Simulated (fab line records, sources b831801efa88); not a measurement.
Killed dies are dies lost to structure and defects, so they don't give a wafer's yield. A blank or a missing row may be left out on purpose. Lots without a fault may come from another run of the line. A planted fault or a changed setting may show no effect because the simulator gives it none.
Which tool did it? | flow sky130 | 11 lots, 33 wafers sampled, at 5 steps of a route of 708

WHAT THE GAUGES READ, wafer by wafer
SKY_SD_N_OVL_MEAS_08. Usual: SD_N_OVL 0.2 nm, standard deviation 1.4.
lot  | measured     | on         | SD_N_OVL (nm)  | flag
L796 | day 27 17:02 | overlay-02 | 0.8 0.3 0.5    |
L797 | day 28 10:54 | overlay-02 | 1.5 1.1 -0.5   |
L798 | day 28 16:21 | overlay-02 | -2.3 -1.9 -1.8 |
L801 | day 29 18:14 | overlay-02 | -0.4 -0.4 1.5  |
L802 | day 30 07:00 | overlay-01 | 60.1 59.0 57.6 | OFF
L805 | day 31 00:27 | overlay-02 | 59.7 60.5 60.5 | OFF
L810 | day 32 13:48 | overlay-01 | -1.1 0.2 -0.6  |
L811 | day 33 01:06 | overlay-02 | 1.1 0.5 0.0    |
L812 | day 33 07:39 | overlay-02 | 1.1 0.9 0.1    |
L814 | day 33 17:47 | overlay-02 | -0.6 1.0 0.0   |
L816 | day 34 17:24 | overlay-01 | 0.0 0.3 -1.6   |

SKY_SD_N_RS_MEAS_16: measures by four-point-probe. Usual: SD_N_RS 68.58 ohm/sq, standard deviation 0.11.
lot  | measured     | on            | SD_N_RS (ohm/sq)  | flag
L796 | day 27 17:45 | film_metro-01 | 68.75 68.77 68.62 |
L797 | day 28 11:38 | film_metro-01 | 68.49 68.73 68.75 |
L798 | day 28 17:05 | film_metro-01 | 68.48 68.40 68.45 |
L801 | day 29 18:58 | film_metro-03 | 68.70 68.70 68.55 |
L802 | day 30 07:43 | film_metro-04 | 68.37 68.54 68.51 |
L805 | day 31 01:10 | film_metro-01 | 68.52 68.57 68.35 |
L810 | day 32 14:32 | film_metro-03 | 68.61 68.53 68.65 |
L811 | day 33 01:50 | film_metro-04 | 68.44 68.49 68.52 |
L812 | day 33 08:23 | film_metro-04 | 68.41 68.58 68.39 |
L814 | day 33 18:33 | film_metro-01 | 68.49 68.44 68.47 |
L816 | day 34 18:09 | film_metro-03 | 68.51 68.68 68.60 |

SKY_LI_CONTACT_BOW_MEAS_03. Usual: LI_CONTACT_BOW 55 um, standard deviation 7.2.
lot  | measured     | on            | LI_CONTACT_BOW (um) | flag
L796 | day 27 18:35 | film_metro-01 | 60 65 45            |
L797 | day 28 12:28 | film_metro-01 | 51 52 50            |
L798 | day 28 18:19 | film_metro-04 | 57 41 60            |
L801 | day 29 19:48 | film_metro-01 | 51 61 64            |
L802 | day 30 08:37 | film_metro-04 | 63 63 56            |
L805 | day 31 02:01 | film_metro-01 | 61 46 64            |
L810 | day 32 15:23 | film_metro-03 | 63 56 61            |
L811 | day 33 02:40 | film_metro-04 | 57 44 54            |
L812 | day 33 09:13 | film_metro-03 | 48 52 58            |
L814 | day 33 19:26 | film_metro-01 | 53 57 61            |
L816 | day 34 18:59 | film_metro-01 | 58 67 56            |

SKY_LI_CONTACT_CD_MEAS_12: target cd 170 nm. Usual: cd_nm 170.4 nm, standard deviation 1.8.
lot  | measured     | on        | cd_nm (nm)        | flag
L796 | day 28 23:07 | cd_sem-01 | 170.7 169.6 171.1 |
L797 | day 29 16:55 | cd_sem-02 | 169.8 170.4 169.9 |
L798 | day 29 22:56 | cd_sem-02 | 169.1 169.4 169.8 |
L801 | day 30 23:13 | cd_sem-01 | 168.5 167.6 168.0 |
L802 | day 31 12:14 | cd_sem-01 | 172.2 173.1 173.3 |
L805 | day 32 05:08 | cd_sem-02 | 169.6 170.3 170.0 |
L810 | day 33 18:17 | cd_sem-02 | 170.9 170.0 170.4 |
L811 | day 34 05:07 | cd_sem-01 | 170.4 170.6 171.0 |
L812 | day 34 11:55 | cd_sem-02 | 170.2 170.2 170.0 |
L814 | day 34 21:49 | cd_sem-02 | 172.4 171.5 172.7 |
L816 | day 35 20:27 | cd_sem-02 | 170.6 172.6 169.7 |

WHICH TOOL RAN EACH LOT (tool, then ch and the chambers of the sampled wafers, then the start)
lot  | SKY_SD_N_EXPOSE_04
L796 | iline_stepper-02 ch 0, day 27 02:34
L797 | iline_stepper-01 ch 0, day 27 20:22
L798 | iline_stepper-02 ch 0, day 28 01:51
L801 | iline_stepper-02 ch 0, day 29 03:31
L802 | iline_stepper-01 ch 0, day 29 17:19
L805 | iline_stepper-01 ch 0, day 30 10:04
L810 | iline_stepper-02 ch 0, day 32 00:05
L811 | iline_stepper-02 ch 0, day 32 11:55
L812 | iline_stepper-02 ch 0, day 32 18:25
L814 | iline_stepper-02 ch 0, day 33 04:22
L816 | iline_stepper-02 ch 0, day 34 03:31
- SKY_SD_N_EXPOSE_04: exposes mask NSDM, target cd 380 nm.

WHAT THE TOOLS THEMSELVES READ (means of the sampled wafers that have a number; where no wafer has one, the mark that the record gives instead)
The record holds no such reading with a usual standard deviation.

THE ANSWER, worked out from the rows above alone
Rule: a lot is off if the mean of its wafers that have a number lies more than 3 standard deviations from the usual mean. A lot without any number at a reading at which 4 lots or more have one is off too. The other lots that the step has rows for count as sound. The gauges are gone through in route order, then the tools' own readings, and for those a lot's mean is taken as printed above. The first step at which some lot is off is used, and at that step the reading that is off furthest; a lot without a number counts as furthest.
Off: L802, L805, at SKY_SD_N_OVL_MEAS_08 (SD_N_OVL).
A tool fits if, at a process step before that reading, it ran every lot that is off, and no sound lot after the first of them. The gauges at SKY_SD_N_OVL_MEAS_08 are tried like those tools. One fits: iline_stepper-01 at SKY_SD_N_EXPOSE_04. Its last sound lot is L797 (day 27 20:22), its first lot that is off L802 (day 29 17:19): a fault that began between those two fits.

WHAT THE SIMULATOR HAD PUT IN
Scanner matching overlay: iline_stepper-01, from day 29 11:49 on, at SKY_SD_N_EXPOSE_04. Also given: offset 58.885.
Lots struck among those shown: L802, L805. The rule above found the same.
